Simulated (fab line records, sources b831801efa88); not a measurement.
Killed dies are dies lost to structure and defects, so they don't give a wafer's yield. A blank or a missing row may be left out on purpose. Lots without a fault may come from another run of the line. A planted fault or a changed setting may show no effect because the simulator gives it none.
Which tool did it? | flow gf180mcu | 24 lots, 72 wafers sampled, at 6 steps of a route of 602

WHAT THE GAUGES READ, wafer by wafer
GF_V3_THK_MEAS_03.
lot  | measured     | on            | V3_CVD_02_THK (nm)
L074 | day 21 14:01 | film_metro-02 | 854 849 853
L075 | day 22 07:03 | film_metro-02 | 847 857 859
L076 | day 22 12:34 | film_metro-01 | 830 856 858
L077 | day 22 22:47 | film_metro-02 | 846 833 862
L078 | day 23 05:28 | film_metro-04 | 855 860 875
L079 | day 23 19:17 | film_metro-04 | 858 871 862
L080 | day 23 22:02 | film_metro-04 | 850 841 868
L081 | day 24 18:41 | film_metro-01 | 835 839 826
L082 | day 25 00:26 | film_metro-01 | 863 859 860
L083 | day 25 02:49 | film_metro-01 | 861 837 850
L084 | day 25 12:50 | film_metro-04 | 852 848 850
L085 | day 25 14:24 | film_metro-04 | 843 861 858
L086 | day 26 02:39 | film_metro-04 | 848 863 866
L087 | day 26 12:00 | film_metro-01 | 834 844 831
L088 | day 26 19:13 | film_metro-04 | 858 851 857
L089 | day 26 23:32 | film_metro-02 | 853 869 856
L090 | day 27 07:57 | film_metro-04 | 842 857 851
L091 | day 27 13:09 | film_metro-01 | 826 836 836
L092 | day 27 23:50 | film_metro-04 | 846 865 860
L093 | day 28 03:53 | film_metro-01 | 862 834 851
L094 | day 28 09:50 | film_metro-01 | 839 838 842
L095 | day 28 20:19 | film_metro-04 | 839 848 853
L096 | day 28 22:52 | film_metro-04 | 841 838 854
L097 | day 29 03:43 | film_metro-04 | 846 845 846

GF_V3_BOW_MEAS_05.
lot  | measured     | on            | V3_BOW (um)
L074 | day 21 14:23 | film_metro-01 | 114 118 118
L075 | day 22 07:25 | film_metro-01 | 125 110 115
L076 | day 22 12:56 | film_metro-02 | 122 116 104
L077 | day 22 23:10 | film_metro-04 | 117 113 113
L078 | day 23 05:49 | film_metro-02 | 112 108 127
L079 | day 23 19:40 | film_metro-01 | 119 125 119
L080 | day 23 22:24 | film_metro-01 | 119 126 128
L081 | day 24 19:02 | film_metro-02 | 112 124 107
L082 | day 25 00:49 | film_metro-04 | 116 117 113
L083 | day 25 03:12 | film_metro-02 | 111 113 116
L084 | day 25 13:14 | film_metro-02 | 106 110 118
L085 | day 25 14:47 | film_metro-04 | 124 127 126
L086 | day 26 03:01 | film_metro-02 | 117 117 111
L087 | day 26 12:22 | film_metro-02 | 125 118 121
L088 | day 26 19:35 | film_metro-04 | 113 101 113
L089 | day 26 23:54 | film_metro-04 | 123 133 118
L090 | day 27 08:19 | film_metro-04 | 112 114 119
L091 | day 27 13:31 | film_metro-02 | 112 111 110
L092 | day 28 00:12 | film_metro-04 | 116 103 117
L093 | day 28 04:17 | film_metro-02 | 111 109 121
L094 | day 28 10:12 | film_metro-01 | 111 94 108
L095 | day 28 20:41 | film_metro-01 | 119 122 114
L096 | day 28 23:14 | film_metro-04 | 115 129 117
L097 | day 29 04:05 | film_metro-01 | 114 114 120

GF_V3_CD_MEAS_14: target cd 260 nm.
lot  | measured     | on        | cd_nm (nm)
L074 | day 22 14:06 | cd_sem-01 | 260.1 259.3 260.1
L075 | day 23 06:50 | cd_sem-01 | 261.0 260.1 259.9
L076 | day 23 12:18 | cd_sem-02 | 258.5 256.7 257.1
L077 | day 23 22:03 | cd_sem-01 | 260.4 259.1 259.8
L078 | day 24 04:43 | cd_sem-01 | 259.6 259.5 258.5
L079 | day 24 17:46 | cd_sem-01 | 259.6 259.4 258.8
L080 | day 24 21:02 | cd_sem-02 | 259.2 260.4 259.3
L081 | day 25 16:23 | cd_sem-02 | 260.4 262.7 261.7
L082 | day 25 22:26 | cd_sem-01 | 261.9 260.4 260.6
L083 | day 25 23:50 | cd_sem-01 | 258.9 258.5 258.6
L084 | day 26 10:31 | cd_sem-02 | 259.7 259.4 260.0
L085 | day 26 12:37 | cd_sem-02 | 258.6 258.5 257.7
L086 | day 26 23:59 | cd_sem-02 | 261.6 261.8 261.2
L087 | day 27 09:32 | cd_sem-02 | 260.4 261.5 261.2
L088 | day 27 18:39 | cd_sem-02 | 257.0 258.0 259.2
L089 | day 27 20:14 | cd_sem-02 | 261.3 261.1 262.2
L090 | day 28 04:33 | cd_sem-02 | 258.0 257.4 258.7
L091 | day 28 09:27 | cd_sem-02 | 259.8 261.2 259.0
L092 | day 28 20:34 | cd_sem-02 | 257.7 258.5 258.1
L093 | day 28 23:38 | cd_sem-02 | 260.9 261.6 262.0
L094 | day 29 05:22 | cd_sem-02 | 260.0 259.0 258.8
L095 | day 29 15:44 | cd_sem-01 | 261.1 259.8 259.8
L096 | day 29 18:21 | cd_sem-02 | 260.8 260.3 261.6
L097 | day 29 23:11 | cd_sem-01 | 260.0 260.1 259.1

GF_V3_OVL_MEAS_15.
lot  | measured     | on         | V3_OVL (nm)
L074 | day 22 14:12 | overlay-02 | -5 -5 -1
L075 | day 23 06:57 | overlay-01 | 4 0 0
L076 | day 23 12:24 | overlay-01 | 3 1 -1
L077 | day 23 22:09 | overlay-01 | -8 -1 -5
L078 | day 24 04:50 | overlay-01 | -5 1 1
L079 | day 24 17:52 | overlay-01 | -3 -2 4
L080 | day 24 21:09 | overlay-02 | -5 1 -3
L081 | day 25 16:30 | overlay-02 | 10 1 13
L082 | day 25 22:31 | overlay-02 | -8 -12 -3
L083 | day 25 23:55 | overlay-02 | 1 6 0
L084 | day 26 10:35 | overlay-01 | 0 -5 2
L085 | day 26 12:43 | overlay-02 | 1 -7 5
L086 | day 27 00:06 | overlay-02 | 0 -5 -8
L087 | day 27 09:39 | overlay-01 | 0 -3 0
L088 | day 27 18:45 | overlay-02 | 3 10 -6
L089 | day 27 20:21 | overlay-02 | -6 -3 -6
L090 | day 28 04:40 | overlay-01 | 2 2 6
L091 | day 28 09:33 | overlay-02 | 12 15 7
L092 | day 28 20:41 | overlay-02 | -5 -7 -7
L093 | day 28 23:43 | overlay-02 | 10 2 8
L094 | day 29 05:29 | overlay-02 | -10 -10 -3
L095 | day 29 15:51 | overlay-01 | 4 1 -3
L096 | day 29 18:27 | overlay-02 | -12 -7 -10
L097 | day 29 23:18 | overlay-01 | 11 13 9

GF_M4_RS_MEAS_05: measures by four-point-probe.
lot  | measured     | on            | M4_ALCU_RS (ohm/sq)
L074 | day 22 15:52 | film_metro-01 | 0.0690 0.0687 0.0701
L075 | day 23 08:34 | film_metro-01 | 0.0684 0.0698 0.0689
L076 | day 23 14:04 | film_metro-03 | 0.0687 0.0698 0.0703
L077 | day 23 23:47 | film_metro-03 | 0.0689 0.0686 0.0684
L078 | day 24 06:28 | film_metro-02 | 0.0690 0.0686 0.0689
L079 | day 24 19:32 | film_metro-01 | 0.0691 0.0691 0.0688
L080 | day 24 23:20 | film_metro-03 | 0.0695 0.0689 0.0703
L081 | day 25 18:07 | film_metro-01 | 0.0685 0.0682 0.0682
L082 | day 26 00:14 | film_metro-02 | 0.0695 0.0689 0.0693
L083 | day 26 01:49 | film_metro-01 | 0.0685 0.0686 0.0686
L084 | day 26 12:15 | film_metro-02 | 0.0697 0.0691 0.0692
L085 | day 26 14:21 | film_metro-03 | 0.0687 0.0691 0.0692
L086 | day 27 01:45 | film_metro-02 | 0.0686 0.0681 0.0685
L087 | day 27 11:19 | film_metro-01 | 0.0690 0.0691 0.0694
L088 | day 27 20:47 | film_metro-02 | 0.0683 0.0694 0.0691
L089 | day 27 22:22 | film_metro-03 | 0.0680 0.0689 0.0685
L090 | day 28 06:17 | film_metro-02 | 0.0696 0.0697 0.0698
L091 | day 28 11:13 | film_metro-01 | 0.0709 0.0695 0.0700
L092 | day 28 23:29 | film_metro-01 | 0.0695 0.0703 0.0710
L093 | day 29 01:24 | film_metro-02 | 0.0691 0.0687 0.0694
L094 | day 29 07:08 | film_metro-02 | 0.0709 0.0692 0.0710
L095 | day 29 17:29 | film_metro-03 | 0.0693 0.0700 0.0688
L096 | day 29 20:05 | film_metro-02 | 0.0683 0.0689 0.0683
L097 | day 30 00:58 | film_metro-03 | 0.0706 0.0694 0.0697

WHICH TOOL RAN EACH LOT (tool, then ch and the chambers of the sampled wafers, then the start)
lot  | GF_V2_ETCH_17
L074 | rie_diel-03 ch 0,2,3, day 21 14:01 or earlier
L075 | rie_diel-03 ch 0,1,3, day 22 07:03 or earlier
L076 | rie_diel-04 ch 0,3, day 22 12:34 or earlier
L077 | rie_diel-04 ch 2,3, day 22 22:47 or earlier
L078 | rie_diel-02 ch 2,3, day 23 05:28 or earlier
L079 | rie_diel-04 ch 0,3, day 23 19:17 or earlier
L080 | rie_diel-02 ch 0,2, day 23 22:02 or earlier
L081 | rie_diel-03 ch 0,1,2, day 24 18:41 or earlier
L082 | rie_diel-02 ch 1,2,3, day 25 00:26 or earlier
L083 | rie_diel-03 ch 2,3, day 25 02:49 or earlier
L084 | rie_diel-02 ch 1,2,3, day 25 12:50 or earlier
L085 | rie_diel-04 ch 0,1, day 25 14:24 or earlier
L086 | rie_diel-02 ch 0,2, day 26 02:39 or earlier
L087 | rie_diel-04 ch 0,1,3, day 26 12:00 or earlier
L088 | rie_diel-04 ch 1,2,3, day 26 19:13 or earlier
L089 | rie_diel-03 ch 0,1, day 26 23:32 or earlier
L090 | rie_diel-04 ch 2,3, day 27 07:57 or earlier
L091 | rie_diel-02 ch 0,2,3, day 27 13:09 or earlier
L092 | rie_diel-03 ch 0,3, day 27 23:50 or earlier
L093 | rie_diel-02 ch 0,2,3, day 28 03:53 or earlier
L094 | rie_diel-04 ch 0,1,3, day 28 09:50 or earlier
L095 | rie_diel-04 ch 0,2, day 28 20:19 or earlier
L096 | rie_diel-02 ch 2,3, day 28 22:52 or earlier
L097 | rie_diel-03 ch 1,2, day 29 03:43 or earlier
- GF_V2_ETCH_17: etches SiO2 in C4F8/O2/Ar, stops on TiN, target depth 630 nm.

WHAT THE TOOLS THEMSELVES READ (means of the sampled wafers that have a number; where no wafer has one, the mark that the record gives instead)
GF_V2_ETCH_17.
lot  | tool        | oes_product_au (a.u.)
L074 | rie_diel-03 | 0.861
L075 | rie_diel-03 | 0.851
L076 | rie_diel-04 | 0.859
L077 | rie_diel-04 | 0.857
L078 | rie_diel-02 | 0.855
L079 | rie_diel-04 | 0.854
L080 | rie_diel-02 | 0.855
L081 | rie_diel-03 | 0.861
L082 | rie_diel-02 | 0.861
L083 | rie_diel-03 | 0.853
L084 | rie_diel-02 | 0.857
L085 | rie_diel-04 | 0.853
L086 | rie_diel-02 | 0.860
L087 | rie_diel-04 | 0.860
L088 | rie_diel-04 | 0.861
L089 | rie_diel-03 | 0.858
L090 | rie_diel-04 | 0.857
L091 | rie_diel-02 | 0.861
L092 | rie_diel-03 | 0.858
L093 | rie_diel-02 | 0.856
L094 | rie_diel-04 | 0.857
L095 | rie_diel-04 | 0.860
L096 | rie_diel-02 | 0.855
L097 | rie_diel-03 | 0.852

THE ANSWER, worked out from the rows above alone
Rule: what is usual is taken from the lots themselves. Put in order of their means at a reading, lots are off if they are a third of the lots or fewer, leave a main group of 4 or more, and stand apart from it by a gap of 3 or more times the standard deviation of the main group's means; of several such gaps the widest counts. A main group whose means are all the same, to the digits that the tables above print for the reading, isn't used. A lot without any number at a reading at which 4 lots or more have one is off too. The other lots that the step has rows for count as sound. The gauges are gone through in route order, then the tools' own readings, and for those a lot's mean is taken as printed above. The first step at which some lot is off is used, and at that step the reading that is off furthest; a lot without a number counts as furthest.
No lot is off at any reading shown: from this, nothing can be told.

WHAT THE SIMULATOR HAD PUT IN
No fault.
